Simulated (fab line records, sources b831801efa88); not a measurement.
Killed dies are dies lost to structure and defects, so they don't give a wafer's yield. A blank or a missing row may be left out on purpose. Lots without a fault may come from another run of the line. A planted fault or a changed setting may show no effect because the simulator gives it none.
fab line records | flow sky130
record lots=7 wafers=21 last_day=51
route steps=708 shown VT_ADJUST_NCORE@124 VT_ADJUST_HVTR@131
lots that met no fault: from a run of the same line without faults
start_h: hours from the record's first day to the start of the lot's first wafer shown | wait_h: hours since the lot's step before | " the same as in the row above | L1.1+2: a row that stands for several wafers | - no value, or no start given | * or withheld: withheld | < > ~ a bound
route shown NAME@n: a module of which the file shows steps, and the number in the route of the first | usual: mean/standard deviation of fault-free wafers | same: alike in all rows | chamber/n: place in a boat | sites: the reading at each site | _std_site: their standard deviation | _edge_site: outer sites' mean less inner sites' | radius_mm: how far each site lies from the wafer's centre | mask NAME#n: copy n | behind: the tool/chamber that last shaped the wafer | hold: why the lot was held/for how many hours/how that ended | device: the transistor (n, p or np) that didn't switch | end of line: the same wafers' tests at the end of the route | a step without rows: its recipe alone | killed: dies lost to structure and defects at the first sort, not the wafer's yield | map: a wafer's dies, x killed, . not, _ none there
set.NAME: the setting as run; set.NAME@STEP: as run at that earlier step | model.NAME: the simulator's own value behind a step, which no gauge read
lots at some steps of the route; a table a step, a row a wafer
services: from which hour (start_h, from the record's first day; less than 0 if before it) a tool's chamber was out of use, for how many hours, and why
## steps
# step SKY_VT_ADJUST_NCORE_PEB_05
# recipe temp_c=withheld time_s=* resist=NOVOLAK
# step SKY_VT_ADJUST_NCORE_DEVELOP_06
# recipe resist=NOVOLAK developer=TMAH develop_time_s=60 dev_temp_c=23
# step SKY_VT_ADJUST_NCORE_CD_MEAS_07
# recipe target_cd_nm=380
# usual cd_nm=380/3.1
# columns lot.wafer tool chamber start_h wait_h cd_nm
L555.2 cd_sem-01 - 200.76 0.1 379
L555.3 " - " " 382
L555.4 " - " " 381
L557.4 cd_sem-01 - 218.45 0.1 375
L557.5 " - " " 376
L557.6 " - " " 376
L558.1 cd_sem-01 - 225.44 0.1 377
L558.2 " - " " 381
L558.4 " - " " 377
L559.1 cd_sem-02 - 233.46 0.1 382
L559.4 " - " " 386
L559.5 " - " " 382
L567.1 cd_sem-01 - 287.26 0.1 378
L567.2 " - " " 380
L567.6 " - " " 380
L573.3 cd_sem-02 - 327.00 0.1 378
L573.4 " - " " 375
L573.5 " - " " 374
L575.1 cd_sem-02 - 348.89 0.1 379
L575.4 " - " " 380
L575.6 " - " " 377
# step SKY_VT_ADJUST_NCORE_OVL_MEAS_08
# usual VT_ADJUST_NCORE_OVL=-0.9/1.2
# columns lot.wafer tool chamber start_h wait_h VT_ADJUST_NCORE_OVL[nm]
L555.2 overlay-02 - 200.86 0.1 0.5
L555.3 " - " " 1.1
L555.4 " - " " -2.3
L557.4 overlay-02 - 218.53 0.1 -0.6
L557.5 " - " " -0.3
L557.6 " - " " -1.1
L558.1 overlay-01 - 225.56 0.1 -0.6
L558.2 " - " " -2.1
L558.4 " - " " -3.0
L559.1 overlay-02 - 233.58 0.1 1.5
L559.4 " - " " 1.5
L559.5 " - " " -0.5
L567.1 overlay-02 - 287.38 0.1 -0.3
L567.2 " - " " -1.1
L567.6 " - " " -1.7
L573.3 overlay-01 - 327.09 0.1 -2.1
L573.4 " - " " 0.0
L573.5 " - " " 0.0
L575.1 overlay-01 - 349.01 0.1 -2.0
L575.4 " - " " -3.3
L575.6 " - " " -2.8
# step SKY_VT_ADJUST_NCORE_IMPLANT_09
# recipe species=B energy_kev=10 dose_cm2=2.4e+12 tilt_deg=withheld
# step SKY_VT_ADJUST_NCORE_STRIP_10
# recipe chemistry=O2/N2 power_w=1400 pressure_mtorr=1500 platen_temp_c=withheld o2_flow_sccm=3000 n2_flow_sccm=300 overash_fraction=0.5
# usual drypump_motor_current_A=5.9/0.35 oes_product_au=0.716/0.0044 strip_time_to_endpoint_s=14.18/0.043
# columns lot.wafer tool chamber start_h wait_h drypump_motor_current_A oes_product_au rf_hours_counter_h strip_time_to_endpoint_s
L555.2 plasma_asher-02 0 201.04 0.1 6.1 0.719 8 14.24
L555.3 " 1 " " 6.2 0.714 - 14.23
L555.4 " 0 " " 6.1 0.706 - 14.22
L557.4 plasma_asher-02 1 218.73 0.1 6.3 0.720 - 14.24
L557.5 " 1 " " 6.3 0.719 - 14.26
L557.6 " 0 " " 6.1 0.715 - 14.23
L558.1 plasma_asher-02 0 225.74 0.1 6.1 0.712 11 14.20
L558.2 " 1 " " 6.3 0.712 11 14.18
L558.4 " 1 " " 6.2 0.719 - 14.21
L559.1 plasma_asher-04 0 233.76 0.1 5.9 0.715 56 14.13
L559.4 " 1 " " 5.3 0.715 - 14.16
L559.5 " 1 " " 5.3 0.711 - 14.13
L567.1 plasma_asher-01 1 287.56 0.1 6.3 0.712 61 14.12
L567.2 " 0 " " 5.5 0.718 61 14.08
L567.6 " 1 " " 6.3 0.713 - 14.10
L573.3 plasma_asher-02 0 327.30 0.1 6.1 0.715 - 14.15
L573.4 " 1 " " 6.2 0.710 - 14.11
L573.5 " 0 " " 6.1 0.714 - 14.09
L575.1 plasma_asher-01 1 349.19 0.1 6.2 0.714 67 14.21
L575.4 " 1 " " 6.2 0.710 - 14.20
L575.6 " 1 " " 6.2 0.717 - 14.18
# step SKY_VT_ADJUST_NCORE_TW_MEAS_11
# usual VT_ADJUST_NCORE_TW=222.0/1
# columns lot.wafer tool chamber start_h wait_h VT_ADJUST_NCORE_TW
L555.2 film_metro-04 - 201.15 0.1 221.6
L555.3 " - " " 220.9
L555.4 " - " " 222.4
L557.4 film_metro-01 - 218.82 0.1 222.0
L557.5 " - " " 222.2
L557.6 " - " " 221.9
L558.1 film_metro-02 - 225.84 0.1 221.7
L558.2 " - " " 221.9
L558.4 " - " " 221.3
L559.1 film_metro-04 - 233.86 0.1 221.5
L559.4 " - " " 221.3
L559.5 " - " " 221.8
L567.1 film_metro-04 - 287.66 0.1 221.5
L567.2 " - " " 221.6
L567.6 " - " " 221.5
L573.3 film_metro-04 - 327.38 0.1 221.9
L573.4 " - " " 223.0
L573.5 " - " " 222.3
L575.1 film_metro-04 - 349.29 0.1 222.1
L575.4 " - " " 221.5
L575.6 " - " " 221.7
# step SKY_VT_ADJUST_HVTR_DEHYDRATE_00
# recipe temp_c=200 time_s=60
# step SKY_VT_ADJUST_HVTR_HMDS_01
# recipe prime_time_s=60 prime_temp_c=120
# step SKY_VT_ADJUST_HVTR_COAT_02
# recipe resist=NOVOLAK spin_rpm=2941 resist_thk_nm=1140
# step SKY_VT_ADJUST_HVTR_SOFTBAKE_03
# recipe temp_c=90 time_s=60 resist=NOVOLAK
# step SKY_VT_ADJUST_HVTR_EXPOSE_04
# recipe mask_id=HVTRM target_cd_nm=380 na=0.6 source_shape=conventional sigma_outer=0.6 dose_mj=150
# step SKY_VT_ADJUST_HVTR_PEB_05
# recipe temp_c=withheld time_s=* resist=NOVOLAK
# usual chill_plate_temp_C=* exhaust_pa=44.9/0.87
# columns lot.wafer tool chamber start_h wait_h chill_plate_temp_C exhaust_pa
L555.2 litho_track-03 0 221.46 - * 45.7
L555.3 " 0 " " * 46.2
L555.4 " 0 " " * 45.5
L557.4 litho_track-02 - 240.18 - - -
L557.5 " - " " - -
L557.6 " - " " - -
L558.1 litho_track-03 - 247.04 - - -
L558.2 " - " " - -
L558.4 " - " " - -
L559.1 litho_track-02 - 256.96 - - -
L559.4 " - " " - -
L559.5 " - " " - -
L567.1 litho_track-03 0 313.09 - * 43.8
L567.2 " 0 " " * 45.1
L567.6 " 0 " " * 45.3
L573.3 litho_track-02 0 354.36 - * 45.3
L573.4 " 0 " " * 46.9
L573.5 " 0 " " * 46.2
L575.1 litho_track-03 0 376.19 - * 45.2
L575.4 " 0 " " * 45.5
L575.6 " 0 " " * 44.5
# step SKY_VT_ADJUST_HVTR_DEVELOP_06
# recipe develop_time_s=60 dev_temp_c=23
## services
# columns tool chamber start_h hours kind
plasma_asher-02 - 188.72 2.8 pm
plasma_asher-04 - 211.52 7.7 repair
plasma_asher-02 - 220.60 1.0 repair
litho_track-02 - 223.55 - consumable_replace:filter
plasma_asher-02 - 249.08 4.1 repair
plasma_asher-02 - 280.34 1.6 repair
plasma_asher-01 - 365.66 2.8 pm
## key
first_sign step=SKY_VT_ADJUST_HVTR_PEB_05 reading=tool_record direction=missing
effect none on later readings
met_at SKY_VT_ADJUST_HVTR_PEB_05
struck_wafers L557.4,L557.5,L557.6,L558.1,L558.2,L558.4,L559.1,L559.4,L559.5
sort_left_out L557.4,L557.5,L557.6,L558.1,L558.2,L558.4,L559.1,L559.4,L559.5
tester_left_out L557,L558,L559
onset_between 221.46 240.18
fault kind=skipped_step_whole tool=litho_track-02,litho_track-03 chamber=- onset_h=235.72 steps=SKY_VT_ADJUST_HVTR_PEB_05 scope=struck_lots_only
# tester_left_out: of these lots the tester's yield and bins aren't shown, on N5 and GAA mostly nor the transistor test; their killed dies are dies lost to structure and defects alone, not to doping, threshold or leakage, so they don't give the yield
# sort_left_out: the simulated sort isn't trusted on such a fault, so these wafers' sort isn't shown, and their yield isn't known
